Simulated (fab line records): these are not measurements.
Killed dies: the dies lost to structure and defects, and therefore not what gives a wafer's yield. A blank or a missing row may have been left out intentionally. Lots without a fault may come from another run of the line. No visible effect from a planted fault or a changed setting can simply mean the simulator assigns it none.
Chamber matching + flow sfq line + pecvd-02 running SFQ_TRILAYER_A5C_DEP_PECVD_142: 3 sister chambers
The step deposits SiO2 from SiH4/N2O, time 15.556 s, target thk 70 nm. 14 wafers are shown with their chamber, then 7 later ones without.

== EACH WAFER AND ITS CHAMBER ==
| wafer  | chamber | showerhead vpp V (V) | heater power w (W) | throttle valve pct (%) |
|--------|---------|----------------------|--------------------|------------------------|
| L391.1 | 2       | 835                  | 68                 | 23.6                   |
| L391.4 | 2       | 839                  | 69                 | 23.5                   |
| L391.6 | 2       | 831                  | 66                 | 23.7                   |
| L393.2 | 1       | 855                  | 97                 | 23.8                   |
| L393.3 | 1       | 865                  | 99                 | 24.1                   |
| L393.5 | 1       | 854                  | 96                 | 23.7                   |
| L395.1 | 2       | 833                  | 81                 | 23.8                   |
| L395.3 | 2       | 828                  | 80                 | 23.7                   |
| L395.4 | 1       | 853                  | 89                 | 23.8                   |
| L401.2 | 0       | 788                  | 100                | 24.0                   |
| L401.3 | 2       | 837                  | 80                 | 23.7                   |
| L401.6 | 0       | 796                  | 100                | 24.3                   |
| L403.1 | 1       | 860                  | 89                 | 24.2                   |
| L403.4 | 0       | 799                  | 95                 | 24.2                   |

SIGNATURES (averages over the wafers above)
| reading            | chamber 0 | chamber 1 | chamber 2 | scatter within a chamber |
|--------------------|-----------|-----------|-----------|--------------------------|
| showerhead vpp V   | 794.33    | 857.40    | 833.83    | 4.74                     |
| heater power w     | 98.33     | 94.00     | 74.00     | 5.65                     |
| throttle valve pct | 24.167    | 23.920    | 23.667    | 0.162                    |
Rule: for each reading, subtract the chamber's mean from the wafer's reading, divide by that reading's scatter and square the result; add these up over the readings and take the root, which gives the wafer's distance from the chamber. The wafer belongs to the nearest chamber; if the next one is less than 2 further off, it can't be placed. The scatter: the root of (the sum of the squares of (reading less its chamber's mean) over the shown wafers, divided by (wafers less chambers)).

== WAFERS WITH NO CHAMBER GIVEN ==
| wafer  | showerhead vpp V (V) | heater power w (W) | throttle valve pct (%) |
|--------|----------------------|--------------------|------------------------|
| L403.5 | 868                  | 89                 | 24.1                   |
| L406.2 | 839                  | 96                 | 24.2                   |
| L406.3 | 835                  | 80                 | 23.9                   |
| L406.5 | 846                  | 80                 | 24.0                   |
| L408.1 | 838                  | 71                 | 23.9                   |
| L408.3 | 881                  | 97                 | 24.2                   |
| L408.5 | 861                  | 98                 | 24.2                   |

== THE CHAMBER EACH PASSED THROUGH ==
| wafer  | from the rows above     | in truth |
|--------|-------------------------|----------|
| L403.5 | 1                       | 1        |
| L406.2 | can't be placed: 1 or 2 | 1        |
| L406.3 | 2                       | 2        |
| L406.5 | can't be placed: 2 or 1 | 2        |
| L408.1 | 2                       | 2        |
| L408.3 | 1                       | 1        |
| L408.5 | 1                       | 1        |
Correct placement for 5 of the 7. Unplaceable from these rows: 2, with the true chamber sitting among the candidates in 2. Wrongly placed: 0.
